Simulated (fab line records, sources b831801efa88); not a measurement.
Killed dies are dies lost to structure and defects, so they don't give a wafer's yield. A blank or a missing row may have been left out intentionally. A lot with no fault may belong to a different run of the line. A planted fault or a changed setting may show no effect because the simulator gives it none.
What tool caused it? ; flow sky130 ; Sampling: 13 lots, 39 wafers, 5 of 708 route steps

## WHAT THE GAUGES READ, wafer by wafer
SKY_LDD_P_OVL_MEAS_08.
lot;measured;on;LDD_P_OVL (nm)
L903;day 19 01:21;overlay-01;-1.3 0.7 0.3
L904;day 19 01:39;overlay-02;0.1 0.4 0.3
L908;day 20 16:37;overlay-01;-0.2 -1.8 -1.5
L909;day 20 23:28;overlay-02;2.0 2.9 3.7
L911;day 22 00:55;overlay-01;1.4 0.4 -0.2
L913;day 22 17:53;overlay-02;-0.4 1.3 -1.8
L917;day 24 22:06;overlay-02;1.0 1.1 1.6
L916;day 24 22:25;overlay-02;2.4 1.0 1.8
L918;day 25 05:19;overlay-02;2.9 4.4 2.8
L920;day 25 20:00;overlay-01;1.6 1.7 1.0
L921;day 25 20:55;overlay-02;2.0 1.2 2.0
L922;day 26 05:46;overlay-02;1.8 1.0 0.2
L926;day 27 06:46;overlay-01;0.4 0.5 1.7

SKY_LDD_HVN_OVL_MEAS_07.
lot;measured;on;LDD_HVN_OVL (nm)
L903;day 20 08:41;overlay-02;-3.3 -2.9 -2.0
L904;day 20 09:00;overlay-01;-0.7 -1.4 -1.7
L908;day 21 22:57;overlay-01;-2.5 -0.9 -2.3
L909;day 22 06:35;overlay-02;-0.6 -0.1 -1.0
L911;day 23 06:59;overlay-01;-2.5 -3.7 -2.2
L913;day 24 00:22;overlay-02;-1.0 -1.5 -1.7
L917;day 26 03:50;overlay-01;-0.8 -3.3 -2.6
L916;day 26 04:00;overlay-02;-1.8 -2.5 -2.1
L918;day 26 10:05;overlay-01;-4.1 -2.5 -1.3
L920;day 27 00:47;overlay-01;-1.5 -2.8 -2.4
L921;day 27 01:59;overlay-01;-2.6 -3.4 -2.3
L922;day 27 11:14;overlay-02;2.0 0.1 0.6
L926;day 28 11:32;overlay-02;0.3 -0.3 1.5

SKY_LI_CONTACT_BOW_MEAS_03.
lot;measured;on;LI_CONTACT_BOW (um)
L903;day 28 02:43;film-metro-02;60 42 47
L904;day 28 04:20;film-metro-04;51 53 45
L908;day 29 11:03;film-metro-04;34 34 24
L909;day 29 20:52;film-metro-01;27 28 26
L911;day 30 18:01;film-metro-01;57 63 43
L913;day 31 10:05;film-metro-02;61 49 61
L917;day 33 12:56;film-metro-02;72 58 51
L916;day 33 13:16;film-metro-01;64 52 52
L918;day 33 15:04;film-metro-02;52 51 55
L920;day 34 04:40;film-metro-02;52 67 56
L921;day 34 06:19;film-metro-01;55 69 71
L922;day 34 13:55;film-metro-02;47 50 53
L926;day 35 12:43;film-metro-02;58 57 58

SKY_LOCAL_INTERCONNECT_OVL_MEAS_12.
lot;measured;on;LOCAL_INTERCONNECT_OVL (nm)
L903;day 30 12:16;overlay-01;-3 -5 -2
L904;day 30 12:51;overlay-01;-5 -2 -4
L911;day 33 03:31;overlay-01;10 6 6
L913;day 33 18:43;overlay-01;1 5 1
L917;day 35 18:52;overlay-01;4 -1 2
L916;day 35 20:10;overlay-01;-4 -8 1
L918;day 35 22:19;overlay-02;12 10 6
L920;day 36 10:39;overlay-01;-5 3 -4
L921;day 36 12:07;overlay-02;-2 8 10
L922;day 36 19:38;overlay-02;7 1 7
L926;day 37 18:22;overlay-02;1 -1 -1

## EACH LOT AND THE TOOL THAT RAN IT (in order: tool; ch and the chambers of the sampled wafers; start)
lot;SKY_LI_CONTACT_HDPCVD_00
L903;hdpcvd-01 ch 1,2, day 28 02:15
L904;hdpcvd-02 ch 0,1, day 28 03:52
L908;hdpcvd-01 ch 0,2, day 29 10:34
L909;hdpcvd-01 ch 0,1, day 29 20:25
L911;hdpcvd-01 ch 0,1, day 30 17:34
L913;hdpcvd-01 ch 0,1,2, day 31 09:37
L917;hdpcvd-01 ch 1,2, day 33 12:28
L916;hdpcvd-02 ch 0,2, day 33 12:45
L918;hdpcvd-01 ch 0,1,2, day 33 14:37
L920;hdpcvd-02 ch 0,1, day 34 04:13
L921;hdpcvd-01 ch 1,2, day 34 05:51
L922;hdpcvd-02 ch 0,1,2, day 34 13:28
L926;hdpcvd-02 ch 0,1, day 35 12:13
- SKY_LI_CONTACT_HDPCVD_00: deposits PSG, target thk 930 nm, time 155 s.

## AS READ BY THE TOOLS THEMSELVES (means over the sampled wafers that have a number; for cases with no such wafer, the mark the record gives instead)
SKY_LI_CONTACT_HDPCVD_00.
lot;tool;pressure-mtorr (mTorr);run-length-s (s)
L903;hdpcvd-01;5.999;182.5
L904;hdpcvd-02;5.986;182.9
L908;hdpcvd-01;-;-
L909;hdpcvd-01;-;-
L911;hdpcvd-01;6.012;182.3
L913;hdpcvd-01;6.003;182.2
L917;hdpcvd-01;5.997;182.8
L916;hdpcvd-02;6.000;182.9
L918;hdpcvd-01;6.002;182.3
L920;hdpcvd-02;6.002;183.2
L921;hdpcvd-01;6.001;182.5
L922;hdpcvd-02;5.990;182.8
L926;hdpcvd-02;6.008;183.0

## THE ANSWER, worked out from the rows above alone
Rule: the usual values come from the lots themselves. The widest of any qualifying gaps counts: lots, ordered by their means at a reading, are off when they make up no more than a third of the lots, leave a main group of 4 or more, and stand apart from it by 3 or more times the standard deviation of that group's means. A main group is skipped when, at the precision printed for the reading in the tables above, its means are all equal. Also off: a lot with no number at a reading for which 4 or more lots have one. Where the step has rows for the other lots, those lots are counted as sound. The gauges are gone through in route order, then the tools' own readings, and for those a lot's mean is taken as printed above. At the first step where some lot is off, the reading lying furthest off is the one used; lots without a number count as furthest.
Off: L908, L909, at SKY_LI_CONTACT_BOW_MEAS_03 (LI_CONTACT_BOW). The main group: mean 56 um, standard deviation 4.6.
A tool fits if, at a process step before that reading, it ran every lot that is off, and no sound lot after the first of them. The gauges at SKY_LI_CONTACT_BOW_MEAS_03 aren't tried: what is off there is off at SKY_LI_CONTACT_HDPCVD_00 too, on other tools, and a gauge's error can't cause that. No candidate that was tried fits.

## WHAT THE SIMULATOR HAD INSERTED
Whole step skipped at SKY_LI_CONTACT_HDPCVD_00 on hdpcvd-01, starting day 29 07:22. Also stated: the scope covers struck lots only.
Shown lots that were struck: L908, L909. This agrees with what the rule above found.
